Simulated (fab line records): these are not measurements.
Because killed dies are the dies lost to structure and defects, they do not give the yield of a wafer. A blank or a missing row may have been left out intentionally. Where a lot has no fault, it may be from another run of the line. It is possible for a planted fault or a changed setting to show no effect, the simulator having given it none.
One fault through the eyes of 2 desks	flow gf180mcu	every desk sees just its own numbers, and what lay behind them comes last

## THE METROLOGY DESK
Means of the sampled wafers that have a number, per lot and without regard to the tool the lot ran on: this is what the gauges read. If a lot's mean is further than 4 standard deviations from the usual mean, the lot is out of limits and carries the mark OUT (the distance appears in the brackets).
Columns: A = V4_CVD_02_THK at GF_V4_THK_MEAS_03, usual 851 nm
lot	first seen here	A
L588	day 23 14:29	841
L589	day 23 16:10	854
L590	day 24 09:37	853
L596	day 26 01:56	838
L600	day 27 13:28	851
L601	day 28 00:55	849
L603	day 28 12:59	843
L605	day 28 23:44	847
L606	day 29 08:57	850
L608	day 30 00:12	851
L609	day 30 02:09	837
L610	day 30 07:51	862
L611	day 30 18:16	853
This desk's finding: nothing out of limits on any of the 13 lots.

## DESK OF THE TOOL OWNER: pvd_sputter-04
At GF_MIM_SPUTTER_07 (material TiN, target thk 60 nm, time 50 s) the tool's own readings: per lot run on this tool, the mean of the sampled wafers that have a number. If a lot's mean is further than 4 standard deviations from the usual mean, the lot is out of limits and carries the mark OUT (the distance appears in the brackets).
Columns: A = throttle_valve_pct at GF_MIM_SPUTTER_07, usual 29.8 %
lot	first seen here	A
L590	day 25 09:17	29.1
L596	day 27 00:45	29.7
L608	day 30 21:05	29.5
L611	day 31 13:31	29.5
This desk's finding: nothing out of limits on any of the 4 lots.

## BROUGHT TOGETHER
The metrology desk saw nothing out of limits.
The tool owner's desk saw nothing out of limits.

## WHAT THE SIMULATOR HAD INSERTED
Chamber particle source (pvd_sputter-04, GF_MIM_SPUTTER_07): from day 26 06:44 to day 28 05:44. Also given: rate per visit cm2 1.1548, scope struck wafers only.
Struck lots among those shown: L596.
